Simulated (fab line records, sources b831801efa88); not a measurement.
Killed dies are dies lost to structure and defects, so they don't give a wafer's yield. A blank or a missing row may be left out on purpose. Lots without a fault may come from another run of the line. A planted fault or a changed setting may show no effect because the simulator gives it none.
One fault seen from 2 desks | flow gf180mcu | each desk has only its own numbers; what lay behind them comes last

THE METROLOGY DESK
What the gauges read, lot by lot, whatever tool the lot ran on: means of the sampled wafers that have a number. A lot is out of limits, marked OUT, if its mean lies more than 4 standard deviations from the usual mean; the brackets give that distance.
Columns: A = HV_LDD_TW at GF_HV_LDD_TW_MEAS_11, usual 2408; B = cd_nm at GF_HV_LDD_CD_MEAS_19, usual 399.8 nm; C = HV_LDD_01_OVL at GF_HV_LDD_OVL_MEAS_20, usual -0.3 nm
lot  | first seen here | A    | B     | C
L807 | day 12 15:29    | 2447 | 399.9 | 0.7
L806 | day 12 18:31    | 2449 | 398.7 | 0.3
L810 | day 13 23:25    | 2390 | 401.3 | -1.1
L811 | day 14 06:38    | 2387 | 402.3 | -0.0
L817 | day 15 19:56    | 2387 | 403.4 | -3.0
L820 | day 16 18:50    | 2452 | 398.5 | 2.3
This desk's finding: nothing out of limits on any of the 6 lots.

THE TOOL OWNER'S DESK: implanter-02
The tool's own readings at GF_HV_LDD_IMPLANT_21: means of the sampled wafers that have a number, for each lot that ran on this tool. A lot is out of limits, marked OUT, if its mean lies more than 4 standard deviations from the usual mean; the brackets give that distance.
Columns: A = beam_energy_keV at GF_HV_LDD_IMPLANT_21, usual 25.002
lot  | first seen here | A
L807 | day 13 10:31    | 23.324 (-99 or more) OUT
L806 | day 13 13:44    | 23.322 (-99 or more) OUT
L820 | day 17 17:35    | 24.998
This desk's finding: out of limits on L806, L807; first on L807, day 13 10:31 (beam_energy_keV at GF_HV_LDD_IMPLANT_21). In limits: L820.

PUT TOGETHER
The tool owner's desk could have raised an alarm at day 13 10:31, on L806, L807.
The metrology desk saw nothing out of limits.
The metrology desk has L806, L807 on record, within its limits.
Of the lots named, all ran GF_HV_LDD_IMPLANT_21 on implanter-02.

WHAT THE SIMULATOR HAD PUT IN
Process parameter drift: implanter-02, from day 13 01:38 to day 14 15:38, at GF_HV_LDD_IMPLANT_21. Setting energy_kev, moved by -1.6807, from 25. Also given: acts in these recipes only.
Lots struck among those shown: L806, L807.
Hours from the fault's start to each desk's first reading out of limits: the tool owner's desk, 9.
